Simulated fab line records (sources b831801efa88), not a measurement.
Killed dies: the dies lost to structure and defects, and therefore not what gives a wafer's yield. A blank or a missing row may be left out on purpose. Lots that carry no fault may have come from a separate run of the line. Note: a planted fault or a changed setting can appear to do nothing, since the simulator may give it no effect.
Chamber matching    flow sky130    SKY_LI_CONTACT_CMP_24 on cmp-01: 4 sister chambers
The step polishes, stops on PSG, t overpolish 20 s, target thk 0 nm. 8 wafers are shown with their chamber, then 12 later ones without.

## WAFERS PAIRED WITH THEIR CHAMBERS
wafer   chamber  motor_current_A (A)  time_to_endpoint_s (s)
L088.1  2        11.6                 97
L088.6  3        10.7                 100
L087.2  0        9.8                  94
L087.4  1        10.2                 95
L087.5  3        10.2                 99
L089.1  1        11.1                 90
L089.2  2        13.0                 100
L089.6  0        9.9                  92

## WAFERS WITHOUT THEIR CHAMBER
wafer   motor_current_A (A)  time_to_endpoint_s (s)
L091.1  10.5                 95
L091.3  12.3                 99
L091.4  9.6                  96
L092.3  9.4                  94
L092.4  11.9                 99
L092.5  9.7                  96
L095.3  10.0                 97
L095.4  9.6                  93
L095.5  10.2                 97
L097.1  10.1                 91
L097.3  10.0                 87
L097.5  9.6                  91

## THE CHAMBER EACH PASSED THROUGH
wafer   from the rows above           in truth
L091.1  can't be placed: 1 or 0 or 3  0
L091.3  2                             2
L091.4  can't be placed: 0 or 3 or 1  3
L092.3  can't be placed: 0 or 1       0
L092.4  can't be placed: 2 or 3       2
L092.5  can't be placed: 0 or 3 or 1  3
L095.3  can't be placed: 3 or 0 or 1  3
L095.4  can't be placed: 0 or 1       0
L095.5  can't be placed: 3 or 0 or 1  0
L097.1  can't be placed: 0 or 1       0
L097.3  can't be placed: 1 or 0       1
L097.5  can't be placed: 0 or 1       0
Correctly placed: 1 of 12. Can't be placed from these rows: 11 (the true chamber is among the candidates in 11). Placed wrongly: 0.
How it was worked out, from the rows above alone: a wafer's distance from a chamber is the root of the sum, over the readings, of the square of ((its reading less the chamber's mean) divided by the reading's scatter). If the next closest chamber is less than 2 further off than the closest, the wafer can't be placed; otherwise it belongs to the closest. Each chamber's mean is taken over the wafers shown for it. How the scatter is found: for the shown wafers, subtract from each reading the mean of its chamber, square and add these, divide the total by (wafers less chambers), then take the root.
